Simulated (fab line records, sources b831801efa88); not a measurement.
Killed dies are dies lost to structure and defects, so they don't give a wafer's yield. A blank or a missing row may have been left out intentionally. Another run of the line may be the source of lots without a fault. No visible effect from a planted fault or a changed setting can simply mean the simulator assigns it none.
One fault seen from 2 desks || flow gf180mcu || every desk sees just its own numbers, and what lay behind them comes last

## AT THE METROLOGY DESK
Lot by lot, what the gauges showed, no matter which tool ran the lot: averages of those sampled wafers that carry a number. If a lot's mean is further than 4 standard deviations from the usual mean, the lot is out of limits and carries the mark OUT (the distance appears in the brackets).
Columns: A = DUAL_GATE_OXIDATION_00_THK at GF_DUAL_GATE_THK_MEAS_03, usual 10.87 nm
{"lot": "L354", "first seen here": "day 8 00:52", "A": 10.96}
{"lot": "L355", "first seen here": "day 8 07:39", "A": 10.64}
{"lot": "L357", "first seen here": "day 8 20:55", "A": 10.55}
{"lot": "L358", "first seen here": "day 8 23:15", "A": 10.70}
{"lot": "L359", "first seen here": "day 9 09:41", "A": "21.74 (+47) OUT"}
{"lot": "L362", "first seen here": "day 10 03:14", "A": "21.64 (+47) OUT"}
{"lot": "L372", "first seen here": "day 12 21:29", "A": 10.93}
{"lot": "L373", "first seen here": "day 13 04:25", "A": 11.25}
{"lot": "L374", "first seen here": "day 13 14:26", "A": 11.33}
{"lot": "L376", "first seen here": "day 14 02:32", "A": 11.04}
This desk's result: L359, L362 out of limits, first on L359 (DUAL_GATE_OXIDATION_00_THK at GF_DUAL_GATE_THK_MEAS_03), day 9 09:41. In limits: L354, L355, L357, L358, L372, L373, L374, L376.

## FOR THE TOOL OWNER'S DESK: furnace-02
The tool's own readings at GF_DUAL_GATE_OXIDATION_02 (stabilise 600 s, purge 300 s, target thk 10.887 nm): means of the sampled wafers that have a number, for each lot that ran on this tool. If a lot's mean is further than 4 standard deviations from the usual mean, the lot is out of limits and carries the mark OUT (the distance appears in the brackets). 7 of its 11 readings are shown: the first one out of limits and those lying furthest out on some lot.
Columns: A = spikeTcBottomC at GF_DUAL_GATE_OXIDATION_02, usual 921 C; B = spikeTcCentreC at GF_DUAL_GATE_OXIDATION_02, usual 901.0 C; C = spikeTcLowerC at GF_DUAL_GATE_OXIDATION_02, usual 901.5 C; D = spikeTcTopC at GF_DUAL_GATE_OXIDATION_02, usual 907.7 C; E = spikeTcUpperC at GF_DUAL_GATE_OXIDATION_02, usual 900.2 C; F = tubeCenterTempC at GF_DUAL_GATE_OXIDATION_02, usual 900.00 C; G = tube_center_temp_C_max at GF_DUAL_GATE_OXIDATION_02, usual 902.3
{"lot": "L354", "first seen here": "day 7 23:23", "A": 919, "B": 901.6, "C": 901.0, "D": 907.4, "E": 901.7, "F": 900.00, "G": 902.2}
{"lot": "L357", "first seen here": "day 8 19:27", "A": 918, "B": 901.2, "C": 901.5, "D": 909.2, "E": 901.4, "F": 900.02, "G": 902.3}
{"lot": "L358", "first seen here": "day 8 21:48", "A": 919, "B": 900.2, "C": 900.6, "D": 908.9, "E": 901.5, "F": 900.02, "G": 902.6}
{"lot": "L359", "first seen here": "day 9 08:15", "A": "984 (+21) OUT", "B": "965.3 (+58) OUT", "C": "966.1 (+66) OUT", "D": "972.4 (+59) OUT", "E": "965.4 (+43) OUT", "F": "964.84 (+99 or more) OUT", "G": "966.9 (+99 or more) OUT"}
{"lot": "L362", "first seen here": "day 10 01:47", "A": "984 (+21) OUT", "B": "964.8 (+58) OUT", "C": "965.6 (+65) OUT", "D": "972.8 (+59) OUT", "E": "967.2 (+45) OUT", "F": "964.73 (+99 or more) OUT", "G": "967.0 (+99 or more) OUT"}
{"lot": "L372", "first seen here": "day 12 20:02", "A": 918, "B": 900.0, "C": 901.1, "D": 907.8, "E": 901.9, "F": 900.00, "G": 902.3}
{"lot": "L376", "first seen here": "day 14 01:04", "A": 918, "B": 900.2, "C": 900.7, "D": 909.4, "E": 901.4, "F": 900.07, "G": 902.4}
This desk finds L359, L362 out of limits, L359 being first, at day 9 08:15 (spikeTcBottomC at GF_DUAL_GATE_OXIDATION_02). In limits: L354, L357, L358, L372, L376.

## BROUGHT TOGETHER
On L359, L362, at day 9 08:15, an alarm was possible from the tool owner's desk.
At day 9 09:41 the metrology desk could have sounded an alarm, on L359, L362.
All the named lots went through GF_DUAL_GATE_OXIDATION_02 on furnace-02.

## WHAT THE SIMULATOR HAD PUT IN
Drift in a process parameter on furnace-02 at GF_DUAL_GATE_OXIDATION_02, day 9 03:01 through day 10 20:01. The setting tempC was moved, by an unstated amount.
Shown lots that were struck: L359, L362.
Hours from the fault's start to each desk's first reading out of limits: the tool owner's desk, 5; the metrology desk, 7.
